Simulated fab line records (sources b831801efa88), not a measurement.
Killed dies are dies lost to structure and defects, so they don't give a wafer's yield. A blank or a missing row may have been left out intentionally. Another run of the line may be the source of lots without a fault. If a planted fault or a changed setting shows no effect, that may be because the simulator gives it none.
2 desks looking at one fault :: flow sky130 :: numbers are kept per desk, each desk with only its own; the story behind them comes last

== THE METROLOGY DESK ==
What the gauges read, lot by lot, whatever tool the lot ran on: means of the sampled wafers that have a number. The brackets show how far a lot's mean lies from the usual mean; more than 4 standard deviations puts the lot out of limits, marked OUT.
Columns: A = NWELL_TW at SKY_NWELL_TW_MEAS_15, usual 1823; B = VT_ADJUST_NCORE_TW at SKY_VT_ADJUST_NCORE_TW_MEAS_11, usual 219.5
lot: L742
first seen here: day 4 21:33
A: 1830
B: 218.4

lot: L743
first seen here: day 5 02:28
A: 1827
B: 218.4

lot: L744
first seen here: day 5 09:24
A: 1823
B: 219.5

lot: L745
first seen here: day 5 12:47
A: 1823
B: 218.6

lot: L747
first seen here: day 6 02:09
A: 1827
B: 216.2

lot: L749
first seen here: day 6 11:29
A: 1834
B: 218.0

lot: L750
first seen here: day 6 19:48
A: 1816
B: 219.2

lot: L752
first seen here: day 7 08:23
A: 1823
B: 218.7

lot: L754
first seen here: day 7 18:35
A: 1818
B: 219.3

lot: L755
first seen here: day 8 00:30
A: 1820
B: 217.9

lot: L756
first seen here: day 8 09:41
A: 1815
B: 218.6

lot: L757
first seen here: day 8 13:48
A: 1834
B: 220.1
This desk found nothing out of limits on any of the 12 lots.

== TOOL OWNER'S DESK, plasmaAsher-02 ==
The tool's own readings at SKY_VT_ADJUST_HVTP_STRIP_10 (strips in O2/N2): means of the sampled wafers that have a number, for each lot that ran on this tool. The brackets show how far a lot's mean lies from the usual mean; more than 4 standard deviations puts the lot out of limits, marked OUT.
Columns: A = chamberPressureMTorr at SKY_VT_ADJUST_HVTP_STRIP_10, usual 1499.9 mTorr; B = drypumpMotorCurrentA at SKY_VT_ADJUST_HVTP_STRIP_10, usual 5.51 A; C = oesProductAu at SKY_VT_ADJUST_HVTP_STRIP_10, usual 0.715 a.u.; D = stripTimeToEndpointS at SKY_VT_ADJUST_HVTP_STRIP_10, usual 14.16 s
lot: L742
first seen here: day 6 09:03
A: 1499.3
B: 5.36
C: 0.719
D: 14.13

lot: L743
first seen here: day 6 14:42
A: 1501.0
B: 5.35
C: 0.717
D: 14.19

lot: L745
first seen here: day 7 00:13
A: 1500.6
B: 5.37
C: 0.718
D: 14.15

lot: L747
first seen here: day 7 15:47
A: 1499.7
B: 5.33
C: 0.714
D: 14.18

lot: L754
first seen here: day 9 12:59
A: 1499.3
B: 5.32
C: 0.715
D: 14.16

lot: L755
first seen here: day 9 20:02
A: 1800.5 (+99 or more) OUT
B: 5.35
C: 0.736 (+4.4) OUT
D: 13.63 (-15) OUT

lot: L756
first seen here: day 10 05:02
A: 1800.5 (+99 or more) OUT
B: 5.34
C: 0.736 (+4.4) OUT
D: 13.59 (-16) OUT
This desk finds L755, L756 out of limits, L755 being first, at day 9 20:02 (chamberPressureMTorr at SKY_VT_ADJUST_HVTP_STRIP_10). L742, L743, L745, L747, L754: within limits.

== PUT TOGETHER ==
At day 9 20:02, on L755, L756, the tool owner's desk was in a position to raise an alarm.
The metrology desk saw nothing out of limits.
The metrology desk holds a record of L755, L756, inside its limits.
SKY_VT_ADJUST_HVTP_STRIP_10 was run on plasmaAsher-02 by each of the lots named.

== WHAT HAD BEEN PUT IN BY THE SIMULATOR ==
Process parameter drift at SKY_VT_ADJUST_HVTP_STRIP_10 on plasmaAsher-02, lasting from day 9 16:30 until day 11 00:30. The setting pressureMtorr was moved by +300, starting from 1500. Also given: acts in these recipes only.
Lots struck among those shown: L755, L756.
Hours from the fault's start to each desk's first reading out of limits: the tool owner's desk, 4.
